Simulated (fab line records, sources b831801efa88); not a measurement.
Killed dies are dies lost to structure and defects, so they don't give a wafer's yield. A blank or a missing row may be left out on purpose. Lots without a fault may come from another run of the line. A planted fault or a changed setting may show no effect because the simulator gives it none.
fab line records | flow sky130
record lots=14 wafers=42 last_day=50
route steps=708 shown VIA4@659 METAL5@661 PASSIVATION@681 PAD_OPEN@708
lots that met no fault: from a run of the same line without faults
start_h: hours from the record's first day to the start of the lot's first wafer shown | wait_h: hours since the lot's step before | " the same as in the row above | L1.1+2: a row that stands for several wafers | - no value, or no start given | * or withheld: withheld | < > ~ a bound
route shown NAME@n: a module of which the file shows steps, and the number in the route of the first | usual: mean/standard deviation of fault-free wafers | same: alike in all rows | chamber/n: place in a boat | sites: the reading at each site | _std_site: their standard deviation | _edge_site: outer sites' mean less inner sites' | radius_mm: how far each site lies from the wafer's centre | mask NAME#n: copy n | behind: the tool/chamber that last shaped the wafer | hold: why the lot was held/for how many hours/how that ended | device: the transistor (n, p or np) that didn't switch | end of line: the same wafers' tests at the end of the route | a step without rows: its recipe alone | killed: dies lost to structure and defects at the first sort, not the wafer's yield | map: a wafer's dies, x killed, . not, _ none there
set.NAME: the setting as run; set.NAME@STEP: as run at that earlier step | model.NAME: the simulator's own value behind a step, which no gauge read
steps of the route over a sample of lots; a table a step, a row a wafer
services: from which hour (start_h, from the record's first day; less than 0 if before it) a tool's chamber was out of use, for how many hours, and why
## steps
# step SKY_VIA4_THK_MEAS_20
# recipe thk_meas_gauge=xrf reads=W_of_VIA4_CVD_18
# usual VIA4_W_THK=504/5.7
# columns lot.wafer tool chamber start_h wait_h VIA4_W_THK[nm]
L900.1 film_metro-01 - 1015.78 0.1 505
L900.4 " - " " 506
L900.6 " - " " 501
L901.2 film_metro-01 - 1019.99 0.1 506
L901.4 " - " " 504
L901.5 " - " " 502
L903.2 film_metro-01 - 1037.24 0.1 499
L903.3 " - " " 495
L903.5 " - " " 498
L904.2 film_metro-04 - 1040.83 0.1 499
L904.4 " - " " 496
L904.5 " - " " 505
L905.1 film_metro-02 - 1042.75 0.1 499
L905.2 " - " " 499
L905.6 " - " " 498
L906.2 film_metro-04 - 1054.62 0.1 505
L906.3 " - " " 499
L906.5 " - " " 504
L908.1 film_metro-01 - 1061.79 0.1 514
L908.3 " - " " 515
L908.6 " - " " 507
L913.3 film_metro-04 - 1091.85 0.1 513
L913.4 " - " " 505
L913.5 " - " " 506
L914.1 film_metro-01 - 1096.65 0.1 505
L914.2 " - " " 505
L914.4 " - " " 507
L915.1 film_metro-02 - 1103.03 0.1 508
L915.3 " - " " 507
L915.5 " - " " 508
L917.3 film_metro-01 - 1112.00 0.1 508
L917.4 " - " " 509
L917.6 " - " " 502
L919.4 film_metro-01 - 1124.56 0.1 504
L919.5 " - " " 506
L919.6 " - " " 505
L920.2 film_metro-02 - 1127.67 0.1 503
L920.3 " - " " 500
L920.6 " - " " 502
L923.3 film_metro-01 - 1146.59 0.1 498
L923.5 " - " " 497
L923.6 " - " " 508
# step SKY_METAL5_SPUTTER_00
# recipe material=Ti target_thk_nm=15 power_w=3000 time_s=10 chamber_pressure_pa=0.4
# usual throttle_valve_pct=30.7/1.1
# columns lot.wafer tool chamber start_h wait_h throttle_valve_pct
L900.1 pvd_sputter-03 - 1016.14 0.2 30.4
L900.4 " - " " 29.2
L900.6 " - " " 32.3
L901.2 pvd_sputter-02 - 1020.34 0.2 29.0
L901.4 " - " " 31.2
L901.5 " - " " 30.2
L903.2 pvd_sputter-02 - 1037.59 0.1 29.0
L903.3 " - " " 31.1
L903.5 " - " " 30.0
L904.2 pvd_sputter-02 - 1041.18 0.2 31.1
L904.4 " - " " 29.3
L904.5 " - " " 31.0
L905.1 pvd_sputter-04 - 1043.11 0.1 30.9
L905.2 " - " " 32.8
L905.6 " - " " 30.1
L906.2 pvd_sputter-02 - 1054.97 0.2 30.2
L906.3 " - " " 29.1
L906.5 " - " " 30.5
L908.1 pvd_sputter-02 - 1062.29 0.2 29.1
L908.3 " - " " 30.8
L908.6 " - " " 30.9
L913.3 pvd_sputter-04 - 1092.19 0.2 30.0
L913.4 " - " " 33.3
L913.5 " - " " 30.8
L914.1 pvd_sputter-04 - 1097.01 0.2 30.7
L914.2 " - " " 30.0
L914.4 " - " " 29.9
L915.1 pvd_sputter-04 - 1103.39 0.1 30.1
L915.3 " - " " 33.0
L915.5 " - " " 30.0
L917.3 pvd_sputter-04 - 1112.38 0.2 30.1
L917.4 " - " " 30.8
L917.6 " - " " 30.0
L919.4 pvd_sputter-03 - 1124.89 0.2 29.6
L919.5 " - " " 30.1
L919.6 " - " " 31.5
L920.2 pvd_sputter-03 - 1128.05 0.1 30.0
L920.3 " - " " 29.4
L920.6 " - " " 31.3
L923.3 pvd_sputter-04 - 1147.08 0.2 30.1
L923.5 " - " " 31.1
L923.6 " - " " 33.0
# step SKY_METAL5_SPUTTER_03
# recipe material=Ti target_thk_nm=5 power_w=3000 time_s=3.3 chamber_pressure_pa=0.4
# usual throttle_valve_pct=30.6/1.1
# columns lot.wafer tool chamber start_h wait_h throttle_valve_pct
L900.1 pvd_sputter-03 - 1016.24 0.0 30.2
L900.4 " - " " 29.5
L900.6 " - " " 32.3
L901.2 pvd_sputter-02 - 1020.44 0.0 29.3
L901.4 " - " " 30.9
L901.5 " - " " 29.9
L903.2 pvd_sputter-02 - 1037.69 0.0 29.3
L903.3 " - " " 31.0
L903.5 " - " " 29.9
L904.2 pvd_sputter-02 - 1041.28 0.0 30.9
L904.4 " - " " 29.1
L904.5 " - " " 31.2
L905.1 pvd_sputter-04 - 1043.21 0.0 31.1
L905.2 " - " " 32.8
L905.6 " - " " 30.1
L906.2 pvd_sputter-02 - 1055.07 0.0 30.1
L906.3 " - " " 29.3
L906.5 " - " " 30.4
L908.1 pvd_sputter-02 - 1062.38 0.0 29.2
L908.3 " - " " 30.9
L908.6 " - " " 31.2
L913.3 pvd_sputter-04 - 1092.29 0.0 29.9
L913.4 " - " " 33.1
L913.5 " - " " 30.7
L914.1 pvd_sputter-04 - 1097.11 0.0 31.1
L914.2 " - " " 30.4
L914.4 " - " " 30.0
L915.1 pvd_sputter-04 - 1103.49 0.0 30.0
L915.3 " - " " 32.9
L915.5 " - " " 30.0
L917.3 pvd_sputter-04 - 1112.47 0.0 30.0
L917.4 " - " " 31.2
L917.6 " - " " 30.1
L919.4 pvd_sputter-03 - 1124.99 0.0 29.4
L919.5 " - " " 30.2
L919.6 " - " " 31.4
L920.2 pvd_sputter-03 - 1128.15 0.0 30.2
L920.3 " - " " 29.4
L920.6 " - " " 31.5
L923.3 pvd_sputter-04 - 1147.18 0.0 30.0
L923.5 " - " " 31.1
L923.6 " - " " 33.0
# step SKY_PASSIVATION_CVD_00
# recipe material=SiO2 target_thk_nm=90 temp_c=400 time_s=withheld rf_w=600
# usual heater_power_w=708/75 susceptor_temp_C=399.99/0.22
# columns lot.wafer tool chamber start_h wait_h heater_power_w susceptor_temp_C
L900.1 pecvd-01 2 1039.24 0.0 664 400.19
L900.4 " 2 " " 667 399.92
L900.6 " 0 " " 701 400.05
L901.2 pecvd-01 0 1043.82 0.0 821 399.52
L901.4 " 0 " " 824 399.93
L901.5 " 2 " " 739 399.84
L903.2 pecvd-03 0 1061.36 0.0 565 399.71
L903.3 " 2 " " 679 400.23
L903.5 " 0 " " 574 399.92
L904.2 pecvd-01 2 1064.28 0.0 801 399.67
L904.4 " 1 " " 768 399.89
L904.5 " 0 " " 793 400.04
L905.1 pecvd-04 1 1065.82 0.0 741 400.00
L905.2 " 2 " " 656 399.96
L905.6 " 0 " " 729 400.02
L906.2 pecvd-04 2 1076.79 0.0 652 399.97
L906.3 " 0 " " 657 400.15
L906.5 " 2 " " 656 400.07
L908.1 pecvd-04 0 1084.02 0.0 715 400.39
L908.3 " 2 " " 682 399.89
L908.6 " 1 " " 728 399.78
L913.3 pecvd-01 1 1113.76 0.0 816 400.15
L913.4 " 0 " " 711 400.17
L913.5 " 2 " " 797 399.64
L914.1 pecvd-01 0 1117.87 0.0 770 399.78
L914.2 " 1 " " 797 400.23
L914.4 " 2 " " 691 400.16
L915.1 pecvd-03 1 1124.56 0.0 766 399.74
L915.3 " 2 " " 645 399.73
L915.5 " 1 " " 765 400.07
L917.3 pecvd-03 0 1132.84 0.0 595 399.95
L917.4 " 0 " " 613 400.14
L917.6 " 2 " " 630 399.92
L919.4 pecvd-04 0 1144.89 0.0 795 399.77
L919.5 " 1 " " 681 400.48
L919.6 " 2 " " 612 400.15
L920.2 pecvd-04 0 1148.27 0.0 801 400.23
L920.3 " 1 " " 693 400.21
L920.6 " 2 " " 575 399.93
L923.3 pecvd-04 1 1165.74 0.0 679 400.45
L923.5 " 1 " " 706 399.98
L923.6 " 0 " " 747 400.39
# step SKY_PAD_OPEN_PROBE_99
# usual killed_at_M0_to_M3=44/7.3 killed_at_M4_up=3.4/1.8 killed_at_contacts=24/5.8 killed_at_front_end=15/4.9 killed_at_other=0.4/0.63 killed_dies=86/11 killed_open=47/8 killed_short=39/6.5
# same gross_dies=492 killed_at_back_side=0
# columns lot.wafer tool chamber start_h wait_h killed_at_M0_to_M3 killed_at_M4_up killed_at_contacts killed_at_front_end killed_at_other killed_dies killed_open killed_short
L906.2 prober-02 - 1120.96 0.1 39 57 20 16 0 132 49 28
L906.3 prober-02 - 1121.01 0.2 39 65 17 5 0 126 44 23
L906.5 prober-02 - 1121.11 0.2 36 53 19 11 0 119 49 19
L908.1 prober-01 - 1127.17 0.1 42 59 24 10 1 136 37 42
L908.3 prober-01 - 1127.27 0.2 44 25 13 10 1 93 42 28
L908.6 prober-01 - 1127.42 0.2 50 20 30 13 0 113 56 39
L914.1 prober-01 - 1157.50 0.1 33 5 22 16 0 76 46 30
L914.2 prober-01 - 1157.55 0.1 44 3 22 9 1 79 44 35
L914.4 prober-01 - 1157.65 0.2 38 5 16 9 0 68 40 28
L919.4 prober-02 - 1182.46 0.2 54 4 21 13 0 92 52 40
L919.5 prober-02 - 1182.51 0.2 42 5 22 15 0 84 47 37
L919.6 prober-02 - 1182.56 0.2 48 1 14 20 0 83 41 42
L920.2 prober-01 - 1185.15 0.1 59 3 22 10 1 95 52 42
L920.3 prober-01 - 1185.20 0.2 47 4 24 17 2 94 46 48
L920.6 prober-01 - 1185.35 0.2 51 5 16 11 1 84 43 41
# killed by level:class
L906.2 METAL5:unspecified=55 VIA1:geometric_particle:open=12 LI_CONTACT:geometric_particle:open=9 VIA3:geometric_particle:open=7 CONTACT:geometric_particle:open=6 METAL1:geometric_particle:short=4 VIA2:geometric_particle:open=4 FIELD_ISO:geometric_particle:short=3
L906.3 METAL5:unspecified=59 VIA2:geometric_particle:open=9 VIA3:geometric_particle:open=9 LI_CONTACT:geometric_particle:open=7 VIA1:geometric_particle:open=6 CONTACT:geometric_particle:open=4 METAL1:geometric_particle:short=3 METAL2:geometric_particle:short=3
L906.5 METAL5:unspecified=50 CONTACT:geometric_particle:open=11 VIA3:geometric_particle:open=11 VIA2:geometric_particle:open=8 LI_CONTACT:geometric_particle:open=5 METAL1:geometric_particle:short=5 VIA1:geometric_particle:open=5 FIELD_ISO:geometric_particle:open=3
L908.1 METAL5:unspecified=57 CONTACT:geometric_particle:open=8 VIA2:geometric_particle:open=6 VIA1:geometric_particle:short=6 LI_CONTACT:geometric_particle:open=5 VIA1:geometric_particle:open=5 METAL2:geometric_particle:short=5 VIA3:geometric_particle:short=5
L908.3 METAL5:unspecified=23 VIA3:geometric_particle:open=13 VIA1:geometric_particle:open=7 CONTACT:geometric_particle:open=6 VIA2:geometric_particle:open=6 METAL1:geometric_particle:short=5 FIELD_ISO:geometric_particle:short=4 METAL2:geometric_particle:short=3
L908.6 METAL5:unspecified=18 CONTACT:geometric_particle:open=15 VIA3:geometric_particle:open=11 VIA1:geometric_particle:open=8 LI_CONTACT:geometric_particle:open=7 VIA1:geometric_particle:short=7 VIA2:geometric_particle:open=6 POLY_GATE:geometric_particle:short=5
L914.1 VIA2:geometric_particle:open=12 LI_CONTACT:geometric_particle:open=11 VIA1:geometric_particle:open=7 FIELD_ISO:geometric_particle:open=5 FIELD_ISO:geometric_particle:short=4 POLY_GATE:geometric_particle:short=4 METAL1:geometric_particle:short=4 VIA3:geometric_particle:open=4
L914.2 VIA1:geometric_particle:open=11 CONTACT:geometric_particle:open=8 VIA2:geometric_particle:open=7 LI_CONTACT:geometric_particle:open=6 METAL3:geometric_particle:short=5 VIA3:geometric_particle:open=4 VIA1:geometric_particle:short=4 VIA2:geometric_particle:short=4
L914.4 VIA2:geometric_particle:open=8 CONTACT:geometric_particle:open=7 VIA1:geometric_particle:open=6 FIELD_ISO:geometric_particle:open=5 METAL2:geometric_particle:short=5 VIA3:geometric_particle:open=5 METAL1:geometric_particle:short=4 LOCAL_INTERCONNECT:geometric_particle:short=3
L919.4 VIA1:geometric_particle:open=18 VIA1:geometric_particle:short=11 VIA3:geometric_particle:open=7 LI_CONTACT:geometric_particle:open=6 CONTACT:geometric_particle:open=5 CONTACT:geometric_particle:short=5 METAL1:geometric_particle:short=5 POLY_GATE:geometric_particle:open=4
L919.5 METAL1:geometric_particle:short=9 VIA3:geometric_particle:open=8 CONTACT:geometric_particle:open=7 LI_CONTACT:geometric_particle:open=6 VIA1:geometric_particle:open=6 FIELD_ISO:geometric_particle:open=5 VIA2:geometric_particle:short=4 VIA1:geometric_particle:short=4
L919.6 VIA1:geometric_particle:short=11 VIA1:geometric_particle:open=11 POLY_GATE:geometric_particle:short=7 CONTACT:geometric_particle:open=6 METAL2:geometric_particle:short=6 VIA2:geometric_particle:open=5 VIA3:geometric_particle:open=5 FIELD_ISO:geometric_particle:open=4
L920.2 VIA1:geometric_particle:open=16 LI_CONTACT:geometric_particle:open=8 VIA2:geometric_particle:short=8 VIA3:geometric_particle:open=8 METAL2:geometric_particle:short=6 LOCAL_INTERCONNECT:geometric_particle:short=5 VIA1:geometric_particle:short=5 CONTACT:geometric_particle:open=4
L920.3 VIA1:geometric_particle:open=14 VIA3:geometric_particle:open=9 CONTACT:geometric_particle:open=8 CONTACT:geometric_particle:short=6 POLY_GATE:geometric_particle:short=5 METAL1:geometric_particle:short=5 FIELD_ISO:geometric_particle:open=4 LI_CONTACT:geometric_particle:short=4
L920.6 VIA1:geometric_particle:open=11 CONTACT:geometric_particle:open=10 VIA2:geometric_particle:open=8 VIA1:geometric_particle:short=5 METAL3:geometric_particle:short=5 VIA3:geometric_particle:open=4 METAL2:geometric_particle:short=4 LOCAL_INTERCONNECT:geometric_particle:short=4
## services
# columns tool chamber start_h hours kind
pvd_sputter-03 - 994.82 4.9 repair
pecvd-03 0 1003.24 8.7 repair
pvd_sputter-04 - 1009.03 2.0 repair
pecvd-03 2 1016.55 26.1 repair
pecvd-03 1 1021.44 2.1 scheduled_down
pecvd-01 1 1032.69 24.3 repair
pecvd-04 1 1038.90 5.5 scheduled_down
pecvd-03 1 1042.63 - clean
pecvd-03 1 1042.63 - consumable_replace:showerhead
pecvd-03 1 1042.63 29.0 scheduled_down
pecvd-03 1 1042.63 29.0 vent_cycle
pecvd-04 2 1044.36 2.1 scheduled_down
pecvd-03 - 1058.84 0.3 repair
pecvd-03 0 1064.23 5.5 scheduled_down
pecvd-01 1 1069.38 10.3 repair
pecvd-01 1 1087.40 5.5 scheduled_down
pvd_sputter-02 - 1101.41 7.9 repair
pvd_sputter-03 - 1106.47 5.0 repair
pecvd-03 0 1115.68 4.3 repair
pvd_sputter-02 - 1125.86 6.7 repair
pecvd-04 - 1133.20 0.8 repair
pecvd-01 0 1137.31 16.5 scheduled_down
pecvd-04 0 1139.87 4.8 repair
pvd_sputter-03 - 1164.48 1.9 repair
## key
first_sign step=SKY_PAD_OPEN_PROBE_99 reading=killed_at_M4_up direction=up sigmas=24 usual=3.4 struck=46.5
effect step=SKY_PAD_OPEN_PROBE_99 reading=killed_dies direction=up sigmas=3.2 usual=86 struck=120 wafers_moved=5
met_at SKY_METAL5_SPUTTER_03
struck_lots L906,L908
tester_left_out L908
not_acting_at SKY_VIA4_THK_MEAS_20,SKY_METAL5_SPUTTER_00,SKY_PASSIVATION_CVD_00
onset_between 1041.28 1055.07
earlier_fault kind=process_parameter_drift tool=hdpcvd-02 chamber=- onset_h=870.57 steps=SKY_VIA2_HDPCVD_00 channel=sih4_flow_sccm offset=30 shape=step acts_in=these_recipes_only stated=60
earlier_fault kind=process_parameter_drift tool=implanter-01 chamber=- onset_h=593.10 steps=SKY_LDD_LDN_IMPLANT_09 channel=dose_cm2 offset=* shape=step end_h=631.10 acts_in=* stated=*
fault kind=chamber_particle_source tool=pvd_sputter-02 chamber=- onset_h=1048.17 steps=SKY_METAL5_SPUTTER_03 rate_per_visit_cm2=0.89178
# tester_left_out: of these lots the tester's yield and bins aren't shown, on N5 and GAA mostly nor the transistor test; their killed dies are dies lost to structure and defects alone, not to doping, threshold or leakage, so they don't give the yield
